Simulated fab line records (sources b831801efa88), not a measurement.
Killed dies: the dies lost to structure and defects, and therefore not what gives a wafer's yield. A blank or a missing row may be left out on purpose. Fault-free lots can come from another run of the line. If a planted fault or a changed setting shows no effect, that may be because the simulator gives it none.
fab line records ; flow sky130
[record] lots = 6; wafers = 18; last_day = 51
route steps=708 shown METAL4@623 PAD_OPEN@708
lots that met no fault: from a run of the same line without faults
start_h: start of the lot's first displayed wafer, in hours after the record's first day ; wait_h: hours since the lot's step before ; " same as the row above ; L1.1+2: a row that stands for several wafers ; - either no value or no given start ; * or withheld: withheld ; < > ~ a bound
route shown NAME@n: names a module that has steps shown in the file, with the first one's number in the route ; usual: average and standard deviation across the fault-free wafers ; same: alike in all rows ; chamber/n: place in a boat ; sites: each site's reading ; _std_site: their standard deviation ; _edge_site: inner sites' mean taken away from outer sites' mean ; radius_mm: how far each site lies from the wafer's centre ; mask NAME#n: copy n ; behind: tool/chamber where the wafer was last shaped ; hold: why the lot was held/for how many hours/how that ended ; device: the transistor (n, p or np) that didn't switch ; end of line: the tests these same wafers got at the end of their route ; a step without rows: its recipe alone ; killed: not the wafer's yield, but the dies lost to structure and defects at the first sort ; map: the dies of a wafer, with x for killed, . for not killed, _ for no die there
set.NAME: the setting the step ran with; set.NAME@STEP: the setting that earlier step ran with ; model.NAME: the simulator's own value behind a step, which no gauge read
lots at selected steps of the route; one table per step, one row per wafer
services: from which hour (start_h, from the record's first day; less than 0 if before it) a tool's chamber was out of use, for how many hours, and why
[[steps]]
[step SKY_METAL4_COAT_07]
[recipe] resist = BARC; temp_c = withheld; time_s = withheld; spin_rpm = 3000; resist_thk_nm = 60
[step SKY_METAL4_COAT_08]
[recipe] resist = KrF-thick; spin_rpm = 3000; resist_thk_nm = 1140
[step SKY_METAL4_SOFTBAKE_09]
[recipe] temp_c = 100; time_s = 90; resist = KrF-thick
[step SKY_METAL4_EXPOSE_10]
[recipe] mask_id = MM4; na = 0.68; source_shape = annular; sigma_inner = 0.4; sigma_outer = 0.8; target_cd_nm = 300; dose_mj = 28
[step SKY_METAL4_PEB_11]
[recipe] peb_temp_c = withheld; peb_time_s = withheld; resist = KrF-thick
[step SKY_METAL4_DEVELOP_12]
[recipe] develop_time_s = 60; resist = KrF-thick; dev_temp_c = 21
[step SKY_METAL4_CD_MEAS_13]
[recipe] target_cd_nm = 300
[usual] cd_nm = 299.8/1.3
lot.wafer;tool;chamber;start_h;wait_h;cd_nm
L903.2;cd_sem-01;-;1011.01;-;299.6
L903.4;cd_sem-01;-;1011.01;-;299.2
L903.5;cd_sem-01;-;1011.01;-;299.1
L909.2;cd_sem-01;-;1050.56;-;301.1
L909.3;cd_sem-01;-;1050.56;-;299.9
L909.6;cd_sem-01;-;1050.56;-;300.4
L913.1;cd_sem-02;-;1073.84;-;296.9
L913.2;cd_sem-02;-;1073.84;-;296.8
L913.5;cd_sem-02;-;1073.84;-;297.6
L923.1;cd_sem-01;-;1121.94;-;299.0
L923.2;cd_sem-01;-;1121.94;-;300.4
L923.6;cd_sem-01;-;1121.94;-;299.4
L924.3;cd_sem-02;-;1131.53;-;299.6
L924.5;cd_sem-02;-;1131.53;-;300.3
L924.6;cd_sem-02;-;1131.53;-;299.2
L925.1;cd_sem-01;-;1140.69;-;299.5
L925.2;cd_sem-01;-;1140.69;-;298.7
L925.3;cd_sem-01;-;1140.69;-;298.5
[step SKY_METAL4_OVL_MEAS_14]
[usual] METAL4_OVL = -1/5.1
lot.wafer;tool;chamber;start_h;wait_h;METAL4_OVL[nm]
L903.2;overlay-01;-;1011.12;0.1;2
L903.4;overlay-01;-;1011.12;0.1;7
L903.5;overlay-01;-;1011.12;0.1;6
L909.2;overlay-01;-;1050.66;0.1;-5
L909.3;overlay-01;-;1050.66;0.1;3
L909.6;overlay-01;-;1050.66;0.1;2
L913.1;overlay-01;-;1073.96;0.1;4
L913.2;overlay-01;-;1073.96;0.1;3
L913.5;overlay-01;-;1073.96;0.1;7
L923.1;overlay-02;-;1122.06;0.1;-6
L923.2;overlay-02;-;1122.06;0.1;0
L923.6;overlay-02;-;1122.06;0.1;2
L924.3;overlay-01;-;1131.62;0.1;-4
L924.5;overlay-01;-;1131.62;0.1;1
L924.6;overlay-01;-;1131.62;0.1;-1
L925.1;overlay-01;-;1140.81;0.1;-2
L925.2;overlay-01;-;1140.81;0.1;1
L925.3;overlay-01;-;1140.81;0.1;-10
[step SKY_METAL4_DESCUM_15]
[recipe] chemistry = O2; source_power_w = 150; bias_power_w = 0; pressure_mtorr = 10; temp_c = 40; time_s = 8
[usual] drypump_motor_current_A = 6.1/0.32; oes_product_au = 0.997/0.011
lot.wafer;tool;chamber;start_h;wait_h;drypump_motor_current_A;oes_product_au;rf_hours_counter_h
L903.2;rie_metal-02;1;1011.15;0.0;6.3;1.007;18
L903.4;rie_metal-02;0;1011.15;0.0;5.9;0.996;-
L903.5;rie_metal-02;1;1011.15;0.0;6.2;1.007;-
L909.2;rie_metal-04;1;1050.69;0.0;6.6;0.988;11
L909.3;rie_metal-04;1;1050.69;0.0;6.5;0.986;-
L909.6;rie_metal-04;0;1050.69;0.0;5.6;0.990;-
L913.1;rie_metal-04;1;1074.00;0.0;6.5;0.988;12
L913.2;rie_metal-04;0;1074.00;0.0;5.6;0.996;17
L913.5;rie_metal-04;0;1074.00;0.0;5.6;0.984;-
L923.1;rie_metal-04;1;1122.10;0.0;6.6;1.001;16
L923.2;rie_metal-04;0;1122.10;0.0;5.6;0.995;21
L923.6;rie_metal-04;0;1122.10;0.0;5.6;0.994;-
L924.3;rie_metal-02;0;1131.66;0.0;5.9;1.024;-
L924.5;rie_metal-02;1;1131.66;0.0;6.2;1.006;-
L924.6;rie_metal-02;0;1131.66;0.0;5.9;1.012;-
L925.1;rie_metal-04;0;1140.85;0.0;5.6;0.992;22
L925.2;rie_metal-04;1;1140.85;0.0;6.5;0.988;18
L925.3;rie_metal-04;1;1140.85;0.0;6.5;0.998;-
[step SKY_METAL4_ETCH_16]
[recipe] chemistry = N2/H2; target = BARC; ion_energy_ev = 200; bias_w = 100; pressure_mtorr = 30; n2_flow_sccm = 100; h2_flow_sccm = 200; icp_w = 500; stop_on = SiO2; time_s = 88.2; target_depth_a = 600
[usual] drypump_motor_current_A = 6.1/0.32; h2_flow_sccm = 200.0/0.6; oes_product_au = 0.625/0.0045; throttle_valve_pct = 13.204/0.0085
lot.wafer;tool;chamber;start_h;wait_h;drypump_motor_current_A;h2_flow_sccm;oes_product_au;rf_hours_counter_h;throttle_valve_pct
L903.2;rie_metal-02;1;1011.18;0.0;6.3;200.5;0.628;18;13.201
L903.4;rie_metal-02;0;1011.18;0.0;5.9;200.4;0.622;-;13.207
L903.5;rie_metal-02;1;1011.18;0.0;6.3;200.4;0.623;-;13.202
L909.2;rie_metal-04;1;1050.73;0.0;6.5;200.1;0.618;11;13.198
L909.3;rie_metal-04;1;1050.73;0.0;6.5;199.1;0.620;-;13.199
L909.6;rie_metal-04;0;1050.73;0.0;5.7;200.1;0.624;-;13.207
L913.1;rie_metal-04;1;1074.03;0.0;6.6;199.8;0.636;12;13.203
L913.2;rie_metal-04;0;1074.03;0.0;5.7;200.4;0.634;17;13.204
L913.5;rie_metal-04;0;1074.03;0.0;5.7;200.9;0.623;-;13.214
L923.1;rie_metal-04;1;1122.13;0.0;6.6;200.1;0.625;16;13.214
L923.2;rie_metal-04;0;1122.13;0.0;5.7;200.2;0.624;21;13.212
L923.6;rie_metal-04;0;1122.13;0.0;5.7;199.9;0.630;-;13.218
L924.3;rie_metal-02;0;1131.71;0.0;5.9;200.0;0.624;-;13.192
L924.5;rie_metal-02;1;1131.71;0.0;6.3;201.1;0.633;-;13.191
L924.6;rie_metal-02;0;1131.71;0.0;5.9;201.3;0.625;-;13.224
L925.1;rie_metal-04;0;1140.88;0.0;5.7;200.2;0.619;22;13.205
L925.2;rie_metal-04;1;1140.88;0.0;6.5;200.5;0.633;18;13.202
L925.3;rie_metal-04;1;1140.88;0.0;6.5;199.4;0.629;-;13.211
[step SKY_METAL4_ETCH_17]
[recipe] target = SiO2; stop_on = TiN; chemistry = C4F8/O2/Ar; source_w = 1500; bias_w = 1200; pressure_mtorr = 40; c4f8_flow_sccm = withheld; O2_flow_sccm = 6; Ar_flow_sccm = 300; time_s = 3.9; target_depth_a = 150
[usual] oes_product_au = 0.755/0.0078
lot.wafer;tool;chamber;start_h;wait_h;oes_product_au;rf_hours_counter_h
L903.2;rie_diel-04;3;1011.28;0.1;0.753;17
L903.4;rie_diel-04;1;1011.28;0.1;0.757;14
L903.5;rie_diel-04;1;1011.28;0.1;0.748;-
L909.2;rie_diel-03;2;1050.82;0.1;0.756;13
L909.3;rie_diel-03;3;1050.82;0.1;0.756;12
L909.6;rie_diel-03;1;1050.82;0.1;0.767;-
L913.1;rie_diel-04;2;1074.13;0.1;0.743;20
L913.2;rie_diel-04;0;1074.13;0.1;0.750;13
L913.5;rie_diel-04;3;1074.13;0.1;0.754;-
L923.1;rie_diel-03;1;1122.23;0.1;0.748;15
L923.2;rie_diel-03;3;1122.23;0.1;0.742;14
L923.6;rie_diel-03;3;1122.23;0.1;0.760;-
L924.3;rie_diel-02;1;1131.78;0.0;0.764;25
L924.5;rie_diel-02;1;1131.78;0.0;0.763;-
L924.6;rie_diel-02;2;1131.78;0.0;0.767;-
L925.1;rie_diel-02;3;1140.98;0.1;0.745;17
L925.2;rie_diel-02;2;1140.98;0.1;0.739;7
L925.3;rie_diel-02;1;1140.98;0.1;0.747;26
[step SKY_METAL4_METAL_ETCH_18]
[recipe] target_depth_a = 8450; stop_on = SiO2; over_etch_frac = 0.3; time_s = 183.1; chemistry = Cl2/BCl3; resist_sidewall_deg = 88; pressure_mtorr = 10; icp_w = 900; bias_w = 48.5; Cl2_flow_sccm = 60; bcl3_flow_sccm = 30
[usual] bcl3_flow_sccm = 29.98/0.088; drypump_motor_current_A = 6.01/0.27; oes_product_au = 0.864/0.0064; throttle_valve_pct = 22.262/0.0092
lot.wafer;tool;chamber;start_h;wait_h;bcl3_flow_sccm;drypump_motor_current_A;oes_product_au;rf_hours_counter_h;throttle_valve_pct
L903.2;rie_metal-03;1;1011.30;0.0;29.94;5.81;0.858;9;22.245
L903.4;rie_metal-03;1;1011.30;0.0;29.88;5.84;0.868;-;22.275
L903.5;rie_metal-03;1;1011.30;0.0;29.91;5.81;0.864;-;22.281
L909.2;rie_metal-03;0;1050.84;0.0;30.04;6.16;0.855;21;22.263
L909.3;rie_metal-03;0;1050.84;0.0;29.95;6.12;0.858;-;22.268
L909.6;rie_metal-03;0;1050.84;0.0;29.94;6.14;0.871;-;22.271
L913.1;rie_metal-02;1;1074.15;0.0;30.13;6.28;0.863;23;22.281
L913.2;rie_metal-02;0;1074.15;0.0;30.13;5.88;0.872;21;22.256
L913.5;rie_metal-02;0;1074.15;0.0;29.98;5.88;0.867;-;22.269
L923.1;rie_metal-03;1;1122.25;0.0;30.04;5.82;0.857;18;22.274
L923.2;rie_metal-03;0;1122.25;0.0;29.94;6.17;0.859;25;22.266
L923.6;rie_metal-03;1;1122.25;0.0;29.94;5.85;0.856;-;22.267
L924.3;rie_metal-03;1;1131.86;0.1;29.97;5.82;0.865;-;22.270
L924.5;rie_metal-03;1;1131.86;0.1;29.98;5.83;0.873;-;22.265
L924.6;rie_metal-03;0;1131.86;0.1;30.03;6.11;0.860;-;22.269
L925.1;rie_metal-03;0;1141.00;0.0;29.94;6.16;0.848;27;22.260
L925.2;rie_metal-03;1;1141.00;0.0;29.78;5.83;0.860;19;22.270
L925.3;rie_metal-03;0;1141.00;0.0;29.93;6.16;0.861;-;22.259
[step SKY_METAL4_STRIP_19]
[recipe] chemistry = O2/N2; power_w = 1400; pressure_mtorr = 1500; platen_temp_c = withheld; o2_flow_sccm = 3000; n2_flow_sccm = 300; overash_fraction = 0.5
[usual] drypump_motor_current_A = 5.49/0.28; oes_product_au = 0.502/0.006; overash_fraction = 0.5/0; strip_time_to_endpoint_s = 6.55/0.083
lot.wafer;tool;chamber;start_h;wait_h;drypump_motor_current_A;oes_product_au;overash_fraction;rf_hours_counter_h;strip_time_to_endpoint_s
L903.2;plasma_asher-02;0;1011.47;0.1;5.69;0.504;0.5;27;6.47
L903.4;plasma_asher-02;0;1011.47;0.1;5.72;0.501;0.5;-;6.47
L903.5;plasma_asher-02;0;1011.47;0.1;5.72;0.494;0.5;-;6.43
L909.2;plasma_asher-01;0;1051.02;0.1;5.13;0.500;0.5;92;6.59
L909.3;plasma_asher-01;0;1051.02;0.1;5.07;0.506;0.5;-;6.65
L909.6;plasma_asher-01;0;1051.02;0.1;5.12;0.516;0.5;-;6.62
L913.1;plasma_asher-02;1;1074.32;0.1;5.94;0.494;0.5;33;6.44
L913.2;plasma_asher-02;0;1074.32;0.1;5.67;0.499;0.5;33;6.34
L913.5;plasma_asher-02;1;1074.32;0.1;5.95;0.498;0.5;-;6.43
L923.1;plasma_asher-02;0;1122.42;0.1;5.68;0.502;0.7;38;6.59
L923.2;plasma_asher-02;1;1122.42;0.1;5.92;0.514;0.7;38;6.69
L923.6;plasma_asher-02;1;1122.42;0.1;5.91;0.498;0.7;-;6.62
L924.3;plasma_asher-02;1;1132.01;0.1;5.94;0.511;0.7;-;6.57
L924.5;plasma_asher-02;1;1132.01;0.1;5.89;0.496;0.7;-;6.51
L924.6;plasma_asher-02;0;1132.01;0.1;5.70;0.514;0.7;-;6.64
L925.1;plasma_asher-03;1;1141.17;0.1;5.26;0.511;0.5;7;6.59
L925.2;plasma_asher-03;0;1141.17;0.1;5.30;0.504;0.5;7;6.47
L925.3;plasma_asher-03;1;1141.17;0.1;5.26;0.503;0.5;-;6.62
[step SKY_METAL4_STRIP_20]
[recipe] chemistry = post_etch_residue_remover; time_s = 1200; temp_c = 72.5
[step SKY_PAD_OPEN_PROBE_99]
[usual] defect_limited_yield = 82.6/2; killed_at_M0_to_M3 = 42/6.7; killed_at_M4_up = 3.0/1.9; killed_at_contacts = 24/5.3; killed_at_front_end = 16/4.3; killed_at_other = 0.4/0.71; killed_dies = 85/9.6; killed_open = 46/6.5; killed_short = 39/6.7; sort_bin_3_pad_short = 0.9/0.46; sort_bin_5_function = 10.3/1.3; sort_bin_6_memory = 6.2/1.1; sort_n_pass = 407/9.6; sort_yield_pct = 82.6/2
[same] gross_dies = 492; killed_at_back_side = 0; sort_bin_4_leakage[%] = 0; sort_bin_8_speed[%] = 0
lot.wafer;tool;chamber;start_h;wait_h;defect_limited_yield[%];killed_at_M0_to_M3;killed_at_M4_up;killed_at_contacts;killed_at_front_end;killed_at_other;killed_dies;killed_open;killed_short;sort_bin_3_pad_short[%];sort_bin_5_function[%];sort_bin_6_memory[%];sort_n_pass;sort_yield_pct[%]
L903.2;prober-01;-;1106.09;0.1;84.1;39;2;24;12;1;78;45;33;1.2;10.0;4.7;414;84.1
L903.4;prober-01;-;1106.19;0.2;83.1;34;9;22;18;0;83;52;31;0.4;11.6;4.9;409;83.1
L903.5;prober-01;-;1106.24;0.2;81.1;44;3;28;17;1;93;44;49;1.6;9.3;7.9;399;81.1
L909.2;prober-01;-;1142.51;0.1;86.2;30;2;25;11;0;68;39;29;0.6;9.1;4.1;424;86.2
L909.3;prober-01;-;1142.56;0.2;81.9;44;2;27;16;0;89;53;36;0.6;10.6;6.9;403;81.9
L909.6;prober-01;-;1142.71;0.2;82.1;45;3;23;17;0;88;51;37;1.0;10.0;6.9;404;82.1
L913.1;prober-01;-;1162.81;0.1;83.7;37;2;27;13;1;80;46;33;0.4;11.6;4.3;412;83.7
L913.2;prober-01;-;1162.86;0.1;83.5;37;2;27;14;1;81;45;36;1.0;11.2;4.3;411;83.5
L913.5;prober-01;-;1163.01;0.2;83.9;41;3;22;13;0;79;42;37;1.2;10.0;4.9;413;83.9
L923.1;prober-01;-;1202.26;0.1;80.7;48;6;28;13;0;95;52;43;1.0;12.2;6.1;397;80.7
L923.2;prober-01;-;1202.31;0.1;83.1;41;3;24;15;0;83;46;37;0.6;9.1;7.1;409;83.1
L923.6;prober-01;-;1202.51;0.2;82.5;41;8;24;12;1;86;41;45;1.2;10.6;5.7;406;82.5
L924.3;prober-02;-;1208.82;0.2;80.9;44;6;30;14;0;94;58;36;0.2;12.6;6.3;398;80.9
L924.5;prober-02;-;1208.92;0.2;82.9;42;5;21;16;0;84;53;31;0.6;11.2;5.3;408;82.9
L924.6;prober-02;-;1208.97;0.2;83.7;34;3;26;15;2;80;47;33;1.0;8.3;6.9;412;83.7
L925.1;prober-01;-;1217.01;0.1;82.3;43;2;23;19;0;87;43;44;1.6;9.8;6.3;405;82.3
L925.2;prober-01;-;1217.06;0.1;81.3;48;3;26;14;1;92;49;40;2.2;10.4;6.1;400;81.3
L925.3;prober-01;-;1217.11;0.2;84.6;38;3;15;19;1;76;42;34;1.0;8.3;6.1;416;84.6
// killed by level:class
L903.2 VIA1:geometric_particle:open=13 LI_CONTACT:geometric_particle:open=6 CONTACT:geometric_particle:open=5 METAL3:geometric_particle:short=5 VIA3:geometric_particle:open=5 POLY_GATE:geometric_particle:short=4 LI_CONTACT:geometric_particle:short=4 CONTACT:geometric_particle:short=4
L903.4 FIELD_ISO:geometric_particle:open=8 METAL4:geometric_particle:short=8 LI_CONTACT:geometric_particle:open=8 VIA3:geometric_particle:open=8 VIA1:geometric_particle:open=8 POLY_GATE:geometric_particle:open=6 CONTACT:geometric_particle:open=6 METAL1:geometric_particle:short=5
L903.5 VIA2:geometric_particle:open=7 LOCAL_INTERCONNECT:geometric_particle:short=7 CONTACT:geometric_particle:open=7 VIA1:geometric_particle:open=7 METAL1:geometric_particle:short=6 LI_CONTACT:geometric_particle:open=5 VIA3:geometric_particle:open=5 VIA3:geometric_particle:short=5
L909.2 CONTACT:geometric_particle:open=11 VIA1:geometric_particle:open=9 LI_CONTACT:geometric_particle:open=6 METAL1:geometric_particle:short=6 VIA1:geometric_particle:short=4 VIA3:geometric_particle:open=4 FIELD_ISO:geometric_particle:short=3 LOCAL_INTERCONNECT:geometric_particle:short=3
L909.3 VIA1:geometric_particle:open=15 CONTACT:geometric_particle:open=10 VIA3:geometric_particle:open=8 LI_CONTACT:geometric_particle:open=6 POLY_GATE:geometric_particle:short=5 METAL1:geometric_particle:short=5 VIA1:geometric_particle:short=4 FIELD_ISO:geometric_particle:open=4
L909.6 VIA3:geometric_particle:open=10 CONTACT:geometric_particle:open=8 VIA2:geometric_particle:open=7 POLY_GATE:geometric_particle:open=7 LI_CONTACT:geometric_particle:open=6 METAL1:geometric_particle:short=5 VIA2:geometric_particle:short=5 CONTACT:geometric_particle:short=4
L913.1 CONTACT:geometric_particle:open=12 VIA1:geometric_particle:open=11 VIA1:geometric_particle:short=9 CONTACT:geometric_particle:short=7 VIA2:geometric_particle:open=7 POLY_GATE:geometric_particle:open=6 METAL1:geometric_particle:short=5 LI_CONTACT:geometric_particle:open=4
L913.2 LI_CONTACT:geometric_particle:open=9 VIA1:geometric_particle:open=9 CONTACT:geometric_particle:open=7 LOCAL_INTERCONNECT:geometric_particle:short=5 METAL1:geometric_particle:short=5 VIA1:geometric_particle:short=5 FIELD_ISO:geometric_particle:short=4 FIELD_ISO:geometric_particle:open=4
L913.5 CONTACT:geometric_particle:open=10 VIA1:geometric_particle:open=7 VIA2:geometric_particle:open=7 METAL1:geometric_particle:short=6 VIA1:geometric_particle:short=6 LI_CONTACT:geometric_particle:open=5 FIELD_ISO:geometric_particle:open=4 CONTACT:geometric_particle:short=4
L923.1 CONTACT:geometric_particle:open=12 VIA2:geometric_particle:open=11 VIA1:geometric_particle:open=11 VIA1:geometric_particle:short=9 METAL1:geometric_particle:short=9 LI_CONTACT:geometric_particle:open=6 METAL4:geometric_particle:short=6 FIELD_ISO:geometric_particle:open=5
L923.2 CONTACT:geometric_particle:open=9 VIA2:geometric_particle:open=9 LI_CONTACT:geometric_particle:open=7 VIA3:geometric_particle:open=7 VIA1:geometric_particle:short=7 VIA1:geometric_particle:open=7 CONTACT:geometric_particle:short=5 METAL2:geometric_particle:short=5
L923.6 VIA1:geometric_particle:open=9 METAL2:geometric_particle:short=8 LI_CONTACT:geometric_particle:open=7 METAL4:geometric_particle:short=6 CONTACT:geometric_particle:open=6 LOCAL_INTERCONNECT:geometric_particle:short=5 VIA3:geometric_particle:open=5 VIA2:geometric_particle:short=4
L924.3 LI_CONTACT:geometric_particle:open=12 VIA1:geometric_particle:open=11 VIA2:geometric_particle:open=7 LI_CONTACT:geometric_particle:short=6 CONTACT:geometric_particle:open=6 VIA3:geometric_particle:open=6 VIA1:geometric_particle:short=5 FIELD_ISO:geometric_particle:open=5
L924.5 VIA1:geometric_particle:open=10 LI_CONTACT:geometric_particle:open=7 VIA3:geometric_particle:open=7 CONTACT:geometric_particle:open=7 VIA2:geometric_particle:open=7 VIA1:geometric_particle:short=6 FIELD_ISO:geometric_particle:open=5 FIELD_ISO:geometric_particle:short=4
L924.6 LI_CONTACT:geometric_particle:open=9 CONTACT:geometric_particle:open=7 VIA1:geometric_particle:open=7 VIA2:geometric_particle:open=6 FIELD_ISO:geometric_particle:open=5 METAL2:geometric_particle:short=5 POLY_GATE:geometric_particle:open=4 LI_CONTACT:geometric_particle:short=4
L925.1 VIA1:geometric_particle:open=10 METAL1:geometric_particle:short=7 CONTACT:geometric_particle:short=7 FIELD_ISO:geometric_particle:short=6 FIELD_ISO:geometric_particle:open=6 LI_CONTACT:geometric_particle:open=5 CONTACT:geometric_particle:open=5 VIA3:geometric_particle:open=5
L925.2 CONTACT:geometric_particle:open=14 VIA1:geometric_particle:open=10 VIA1:geometric_particle:short=6 VIA3:geometric_particle:open=6 VIA2:geometric_particle:open=5 FIELD_ISO:geometric_particle:open=4 LOCAL_INTERCONNECT:geometric_particle:short=4 CONTACT:geometric_particle:short=4
L925.3 VIA1:geometric_particle:open=9 CONTACT:geometric_particle:open=6 CONTACT:geometric_particle:short=6 VIA3:geometric_particle:open=6 FIELD_ISO:geometric_particle:open=5 POLY_GATE:geometric_particle:open=5 METAL2:geometric_particle:short=5 VIA1:geometric_particle:short=4
[[services]]
tool;chamber;start_h;hours;kind
rie_diel-02;0;1019.63;-;clean
rie_diel-02;0;1019.63;18.3;scheduled_down
rie_diel-02;0;1019.63;18.3;vent_cycle
rie_metal-04;-;1028.64;1.4;pm
rie_metal-02;-;1028.82;2.8;pm
rie_diel-04;-;1034.66;2.8;pm
plasma_asher-03;-;1055.25;9.0;pm
plasma_asher-03;0;1055.25;9.0;vent_cycle
plasma_asher-03;1;1055.25;9.0;vent_cycle
plasma_asher-03;0;1064.25;-;clean
plasma_asher-03;1;1064.25;-;clean
plasma_asher-02;-;1066.41;0.5;repair
plasma_asher-03;-;1078.60;2.1;repair
rie_metal-03;0;1099.32;17.1;repair
rie_diel-02;1;1103.12;4.8;repair
rie_metal-02;1;1113.04;-;clean
rie_metal-02;1;1113.04;-;consumable_replace:focus_ring
rie_metal-02;1;1113.04;18.4;scheduled_down
rie_metal-02;1;1113.04;18.4;vent_cycle
plasma_asher-01;-;1118.37;2.7;repair
rie_diel-03;2;1119.66;4.0;repair
plasma_asher-02;-;1135.52;2.8;pm
[[key]]
[first_sign] step = SKY_METAL4_STRIP_19; reading = overash_fraction; direction = up; sigmas = 99+; usual = 0.5; struck = 0.7
effect none on later readings
met_at SKY_METAL4_STRIP_19
struck_wafers L923.1,L923.2,L923.6,L924.3,L924.5,L924.6
onset_between 1074.32 1122.42
[fault] kind = process_parameter_drift; tool = plasma_asher-02; chamber = -; onset_h = 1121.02; steps = SKY_METAL4_STRIP_19; channel = overash_fraction; offset = 0.2; shape = step; end_h = 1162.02; acts_in = these_recipes_only; stated = 0.5
